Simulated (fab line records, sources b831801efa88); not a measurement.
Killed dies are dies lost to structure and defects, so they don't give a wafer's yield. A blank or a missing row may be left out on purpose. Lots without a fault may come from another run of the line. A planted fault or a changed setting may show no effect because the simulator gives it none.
One fault seen from 2 desks | flow gf180mcu | each desk has only its own numbers; what lay behind them comes last

THE TOOL OWNER'S DESK: pvd_sputter-01
The tool's own readings at GF_V4_SPUTTER_21 (material Ti, target thk 15 nm, time 80.02 s): means of the sampled wafers that have a number, for each lot that ran on this tool. A lot is out of limits, marked OUT, if its mean lies more than 4 standard deviations from the usual mean; the brackets give that distance.
Columns: A = throttle_valve_pct at GF_V4_SPUTTER_21, usual 29.6 %
lot  | first seen here | A
L136 | day 25 11:29    | 29.9
L143 | day 27 08:23    | 30.4
L146 | day 28 08:36    | 29.9
L155 | day 30 22:58    | 31.0
L156 | day 31 00:27    | 29.9
L157 | day 31 04:26    | 29.6
This desk's finding: nothing out of limits on any of the 6 lots.

THE METROLOGY DESK
What the gauges read, lot by lot, whatever tool the lot ran on: means of the sampled wafers that have a number. A lot is out of limits, marked OUT, if its mean lies more than 4 standard deviations from the usual mean; the brackets give that distance.
Columns: A = TOP_METAL_OVL at GF_TOP_METAL_OVL_MEAS_15, usual 1.2 nm
lot  | first seen here | A
L134 | day 28 06:13    | 2.0
L136 | day 29 00:03    | 1.1
L138 | day 29 07:37    | 0.6
L143 | day 30 16:54    | 2.1
L144 | day 30 22:12    | 1.0
L146 | day 31 14:43    | 2.3
L147 | day 32 01:27    | 3.3
L150 | day 32 18:51    | 1.5
L151 | day 32 21:58    | -0.5
L154 | day 33 15:05    | -0.1
L155 | day 33 22:04    | 3.9
L156 | day 33 23:11    | 1.5
L157 | day 34 02:59    | -2.4
This desk's finding: nothing out of limits on any of the 13 lots.

PUT TOGETHER
The tool owner's desk saw nothing out of limits.
The metrology desk saw nothing out of limits.

WHAT THE SIMULATOR HAD PUT IN
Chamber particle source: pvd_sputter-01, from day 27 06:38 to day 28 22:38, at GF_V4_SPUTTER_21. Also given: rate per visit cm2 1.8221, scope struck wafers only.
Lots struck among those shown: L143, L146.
